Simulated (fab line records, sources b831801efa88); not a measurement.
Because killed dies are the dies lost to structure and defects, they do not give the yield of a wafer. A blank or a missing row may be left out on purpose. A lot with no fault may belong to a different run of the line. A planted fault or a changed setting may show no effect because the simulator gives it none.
Chamber matching	flow sky130	SKY_VIA4_HDPCVD_00 on hdpcvd-02 has 3 sister chambers
The step deposits SiO2, target thk 1750 nm, time 291.7 s. 6 wafers are shown with their chamber, then 7 later ones without.

EACH WAFER AND ITS CHAMBER
wafer	chamber	susceptorTempC (C)	sih4FlowSccm (sccm)
L865.4	2	399.58	60.12
L869.2	2	400.24	59.95
L868.2	1	400.09	60.04
L868.5	0	400.06	60.34
L880.3	1	400.17	59.96
L880.4	0	400.20	59.54

WAFERS MISSING THEIR CHAMBER
wafer	susceptorTempC (C)	sih4FlowSccm (sccm)
L880.6	400.24	59.84
L882.1	400.05	60.27
L882.2	400.15	60.09
L882.3	399.70	60.20
L884.1	399.84	59.94
L884.2	399.99	59.61
L884.5	399.72	59.93

WHICH CHAMBER EACH WENT THROUGH
wafer	from the rows above	in truth
L880.6	can't be placed: 0 or 1 or 2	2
L882.1	can't be placed: 1 or 2 or 0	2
L882.2	can't be placed: 1 or 0 or 2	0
L882.3	can't be placed: 2 or 1 or 0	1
L884.1	can't be placed: 2 or 0 or 1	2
L884.2	can't be placed: 0 or 1 or 2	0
L884.5	can't be placed: 2 or 0 or 1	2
0 of 7 placed correctly. From these rows, 7 cannot be placed; in 7 the true chamber is one of the candidates. Number placed wrongly: 0.
How it was worked out, from the rows above alone: a wafer's distance from a chamber is the root of the sum, over the readings, of the square of ((its reading less the chamber's mean) divided by the reading's scatter). If the next closest chamber is less than 2 further off than the closest, the wafer can't be placed; otherwise it belongs to the closest. A chamber's mean is the mean of its shown wafers. The scatter: the root of (the sum of the squares of (reading less its chamber's mean) over the shown wafers, divided by (wafers less chambers)).
